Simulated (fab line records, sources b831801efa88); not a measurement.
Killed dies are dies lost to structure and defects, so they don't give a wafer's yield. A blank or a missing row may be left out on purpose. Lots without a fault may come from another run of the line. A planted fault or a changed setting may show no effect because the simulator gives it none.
Which tool did it? | flow gf180mcu | 12 lots, 36 wafers sampled, at 4 steps of a route of 602

WHAT THE GAUGES READ, wafer by wafer
GF_VT_IMPLANT_TW_MEAS_10. Usual: VT_IMPLANT_TW 562, standard deviation 3.5.
lot  | measured     | on            | VT_IMPLANT_TW | flag
L530 | day 6 17:27  | film_metro-04 | 561 563 562   |
L531 | day 7 00:07  | film_metro-02 | 568 561 565   |
L533 | day 7 11:34  | film_metro-03 | 565 563 567   |
L534 | day 7 17:06  | film_metro-04 | 590 590 594   | OFF
L535 | day 7 22:52  | film_metro-03 | 597 600 601   | OFF
L541 | day 9 10:16  | film_metro-03 | 563 561 566   |
L542 | day 9 15:56  | film_metro-02 | 564 568 567   |
L544 | day 10 07:26 | film_metro-02 | 556 555 560   |
L545 | day 10 13:02 | film_metro-02 | 560 559 556   |
L546 | day 10 19:27 | film_metro-02 | 558 557 559   |
L547 | day 11 02:32 | film_metro-04 | 560 560 560   |
L548 | day 11 05:51 | film_metro-02 | 558 558 559   |

GF_VT_IMPLANT_OVL_MEAS_29. Usual: VT_IMPLANT_02_OVL -1.2 nm, standard deviation 1.4.
lot  | measured     | on         | VT_IMPLANT_02_OVL (nm) | flag
L530 | day 8 00:22  | overlay-02 | -1.4 -0.4 -2.5         |
L531 | day 8 08:05  | overlay-02 | -0.1 -1.0 -0.6         |
L533 | day 8 21:02  | overlay-02 | 0.3 -1.9 -1.4          |
L534 | day 9 02:31  | overlay-01 | 0.3 0.3 -0.1           |
L535 | day 9 08:34  | overlay-02 | -2.7 -1.9 -3.7         |
L541 | day 10 21:46 | overlay-02 | 0.1 -1.4 -1.4          |
L542 | day 11 03:04 | overlay-01 | -0.5 0.1 0.6           |
L544 | day 11 20:19 | overlay-02 | -2.4 -3.0 -2.4         |
L545 | day 12 02:51 | overlay-02 | -3.6 -3.3 -2.6         |
L546 | day 12 09:04 | overlay-02 | -2.1 -1.8 -1.8         |
L547 | day 12 16:28 | overlay-02 | 0.1 -1.8 -0.8          |
L548 | day 12 20:16 | overlay-01 | -3.7 -2.9 -5.2         |

WHICH TOOL RAN EACH LOT (tool, then ch and the chambers of the sampled wafers, then the start)
lot  | GF_STI_ETCH_14                  | GF_VT_IMPLANT_IMPLANT_08
L530 | rie_si-02 ch 0,1,3, day 2 22:42 | implanter-02 ch 0, day 6 17:12
L531 | rie_si-01 ch 0,2, day 3 04:31   | implanter-02 ch 0, day 6 23:54
L533 | rie_si-01 ch 0,1,3, day 3 13:54 | implanter-04 ch 0, day 7 11:20
L534 | rie_si-01 ch 0,1,2, day 3 18:36 | implanter-02 ch 0, day 7 16:51
L535 | rie_si-02 ch 0,1,3, day 4 00:27 | implanter-02 ch 0, day 7 22:38
L541 | rie_si-01 ch 0,1, day 5 06:57   | implanter-04 ch 0, day 9 10:02
L542 | rie_si-02 ch 0,2,3, day 5 11:37 | implanter-01 ch 0, day 9 15:41
L544 | rie_si-02 ch 0,1,2, day 5 22:22 | implanter-01 ch 0, day 10 07:11
L545 | rie_si-01 ch 0,2,3, day 6 03:24 | implanter-01 ch 0, day 10 12:47
L546 | rie_si-01 ch 0,1,2, day 6 09:37 | implanter-04 ch 0, day 10 19:12
L547 | rie_si-01 ch 1,2,3, day 6 14:58 | implanter-01 ch 0, day 11 02:17
L548 | rie_si-01 ch 2,3, day 6 18:48   | implanter-01 ch 0, day 11 05:37
- GF_STI_ETCH_14: etches Si in HBr/Cl2/O2, target depth 360 nm, time 102.9 s.
- GF_VT_IMPLANT_IMPLANT_08

WHAT THE TOOLS THEMSELVES READ (means of the sampled wafers that have a number; where no wafer has one, the mark that the record gives instead)
GF_STI_ETCH_14. Usual: O2_flow_sccm 5.998 sccm, standard deviation 0.018; drypump_motor_current_A 5.8 A, standard deviation 0.34; oes_product_au 1.000 a.u., standard deviation 0.0079; throttle_valve_pct 25.657 %, standard deviation 0.01.
lot  | tool      | O2_flow_sccm (sccm) | drypump_motor_current_A (A) | oes_product_au (a.u.) | throttle_valve_pct (%) | flag
L530 | rie_si-02 | 6.004               | 5.8                         | 1.006                 | 25.655                 |
L531 | rie_si-01 | 5.990               | 5.6                         | 1.002                 | 25.655                 |
L533 | rie_si-01 | 6.032               | 5.8                         | 0.992                 | 25.666                 |
L534 | rie_si-01 | 6.010               | 5.7                         | 0.999                 | 25.663                 |
L535 | rie_si-02 | 5.994               | 5.8                         | 1.000                 | 25.655                 |
L541 | rie_si-01 | 6.011               | 5.8                         | 1.002                 | 25.651                 |
L542 | rie_si-02 | 5.992               | 5.8                         | 0.994                 | 25.656                 |
L544 | rie_si-02 | 5.995               | 6.0                         | 1.007                 | 25.652                 |
L545 | rie_si-01 | 6.002               | 5.7                         | 0.996                 | 25.661                 |
L546 | rie_si-01 | 5.999               | 5.7                         | 1.003                 | 25.661                 |
L547 | rie_si-01 | 5.991               | 5.9                         | 0.991                 | 25.667                 |
L548 | rie_si-01 | 5.992               | 5.8                         | 0.991                 | 25.657                 |

GF_VT_IMPLANT_IMPLANT_08. Usual: dose_ions_cm2 8.286e+12, standard deviation 1.1e+10; faraday_current_uA 46.7, standard deviation 0.95.
lot  | tool         | dose_ions_cm2 | faraday_current_uA | flag
L530 | implanter-02 | 8.305e+12     | 46.2               |
L531 | implanter-02 | 8.294e+12     | 46.4               |
L533 | implanter-04 | 8.282e+12     | 46.5               |
L534 | implanter-02 | 9.955e+12     | 55.3               | OFF
L535 | implanter-02 | 9.958e+12     | 56.7               | OFF
L541 | implanter-04 | 8.292e+12     | 46.9               |
L542 | implanter-01 | 8.281e+12     | 46.6               |
L544 | implanter-01 | 8.275e+12     | 45.4               |
L545 | implanter-01 | 8.283e+12     | 46.5               |
L546 | implanter-04 | 8.283e+12     | 46.9               |
L547 | implanter-01 | 8.283e+12     | 47.0               |
L548 | implanter-01 | 8.282e+12     | 46.5               |

THE ANSWER, worked out from the rows above alone
Rule: a lot is off if the mean of its wafers that have a number lies more than 3 standard deviations from the usual mean. A lot without any number at a reading at which 4 lots or more have one is off too. The other lots that the step has rows for count as sound. The gauges are gone through in route order, then the tools' own readings, and for those a lot's mean is taken as printed above. The first step at which some lot is off is used, and at that step the reading that is off furthest; a lot without a number counts as furthest.
Off: L534, L535, at GF_VT_IMPLANT_TW_MEAS_10 (VT_IMPLANT_TW).
A tool fits if, at a process step before that reading, it ran every lot that is off, and no sound lot after the first of them. The gauges at GF_VT_IMPLANT_TW_MEAS_10 aren't tried: what is off there is off at GF_VT_IMPLANT_IMPLANT_08 too, on other tools, and a gauge's error can't cause that. One fits: implanter-02 at GF_VT_IMPLANT_IMPLANT_08. Its last sound lot is L531 (day 6 23:54), its first lot that is off L534 (day 7 16:51): a fault that began between those two fits.
The tool's own readings at GF_VT_IMPLANT_IMPLANT_08 bear it out: on the lots that are off they differ by more than 5 times the standard deviation of the sound lots' means. dose_ions_cm2 reads 9.956e+12 there against 8.286e+12 on the sound lots; faraday_current_uA reads 56.0 there against 46.5 on the sound lots.

WHAT THE SIMULATOR HAD PUT IN
Process parameter drift: implanter-02, from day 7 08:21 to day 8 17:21, at GF_VT_IMPLANT_IMPLANT_08. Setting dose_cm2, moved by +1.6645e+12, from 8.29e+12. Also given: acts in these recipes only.
Lots struck among those shown: L534, L535. The rule above found the same.
